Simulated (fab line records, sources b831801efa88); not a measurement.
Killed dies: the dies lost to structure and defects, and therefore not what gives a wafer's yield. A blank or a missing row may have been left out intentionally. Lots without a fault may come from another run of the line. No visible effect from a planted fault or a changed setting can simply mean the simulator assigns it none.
A struck lot beside a sound one    flow sky130    18 out of 708 route steps
Sound: these wafers, L123.1, L123.4, L123.6. The struck wafers were L130.1, L130.2, L130.6. The cause is named last.
For every step that has rows: the tool of each side, followed by ch and its chambers, followed by its first start. Under that, the readings that differ: sound wafers    struck wafers    difference of the means    sigmas: that difference in standard deviations of wafers without a fault.
alike: readings whose means differ by less than 2 such deviations, and words and numbers that are the same on both sides. not compared: withheld readings, readings that some wafer has no value for, bounds like >300 that may hide the same value, and numbers for which the record gives no deviation and whose values overlap.
The two part at a step that has a row with sigmas, a row that says differs or no value, or rows on one side only. When numbers do not overlap yet have no deviation, they are printed without sigmas and do not part them. A reading missing from all wafers of one side parts the sides only when that side holds two or more wafers.

first, 3 steps without rows for these wafers: SKY_SONOS_ONO_WET_ETCH_18 (etches Si3N4 in H3PO4, target depth 15 nm, time 172 s); SKY_GATE_OXIDE_CLEAN_00 (cleans in SC1/SC2, time 150 s); SKY_GATE_OXIDE_OXIDATION_01 (stabilise 600 s, purge 300 s, target thk 10.268 nm).
SKY_GATE_OXIDE_THK_MEAS_02:
  struck on filmMetro-04, day 15 01:43; sound on filmMetro-02, day 13 09:02
  alike: GATE_OXIDE_OXIDATION_00_THK
then, 7 steps without rows for these wafers: SKY_GATE_OXIDE_DEHYDRATE_03 (time 60 s); SKY_GATE_OXIDE_HMDS_04 (prime time 60 s); SKY_GATE_OXIDE_COAT_05 (resist thk 1140 nm); SKY_GATE_OXIDE_SOFTBAKE_06 (time 60 s); SKY_GATE_OXIDE_EXPOSE_07 (exposes mask LVOM, target cd 600 nm); SKY_GATE_OXIDE_PEB_08; SKY_GATE_OXIDE_DEVELOP_09 (develop time 60 s).
SKY_GATE_OXIDE_OVL_MEAS_10:
  struck on overlay-01, day 16 05:06; sound on overlay-02, day 14 10:13
  alike: GATE_OXIDE_OVL
SKY_GATE_OXIDE_IMPLANT_11:
  sound on implanter-01 ch 0, day 14 10:15; struck on implanter-01 ch 0, day 16 05:08
reading           sound                          struck                         difference  sigmas
doseIonsCm2       2.605e+12 2.602e+12 2.599e+12  3.761e+12 3.764e+12 3.762e+12  +1.160e+12  +99 or more
faradayCurrentUA  14.57 14.98 14.73              20.69 21.54 20.55              +6.17       +21
  alike: endStationPressureTorr
then, 1 step without rows for these wafers: SKY_GATE_OXIDE_WET_ETCH_12 (etches SiO2 in dHF, target depth 16.8 nm, time 336 s).
SKY_GATE_OXIDE_STRIP_13: strips in O2/N2.
  sound on plasmaAsher-01 ch 1, day 14 10:37; struck on plasmaAsher-01 ch 0,1, day 16 05:23
  alike: drypumpMotorCurrentA, oesProductAu, stripTimeToEndpointS
  not compared: rfHoursCounterH
SKY_GATE_OXIDE_TW_MEAS_14:
  struck on filmMetro-02, day 16 05:29; sound on filmMetro-02, day 14 10:43
reading        sound              struck             difference  sigmas
GATE_OXIDE_TW  221.9 219.9 220.7  247.2 248.5 248.3  +27.2       +12
then, 1 step without rows for these wafers: SKY_GATE_OXIDE_CLEAN_15 (cleans in SC1/SC2, time 150 s).
-- here the record skips 31 days between the struck wafers' starts before and after, leaving off in module GATE_OXIDE and picking up in module PAD_OPEN (first step shown: number 708 of the route) --
SKY_PAD_OPEN_PROBE_99:
  only the struck wafers here have rows in the record (prober-02, day 47 12:52); the sound ones have none

== WHERE THEY PART ==
First at SKY_GATE_OXIDE_IMPLANT_11; last, within this record, at SKY_PAD_OPEN_PROBE_99.

WHY: what had been put in by the simulator
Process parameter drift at SKY_GATE_OXIDE_IMPLANT_11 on implanter-01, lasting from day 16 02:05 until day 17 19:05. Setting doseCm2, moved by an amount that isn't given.
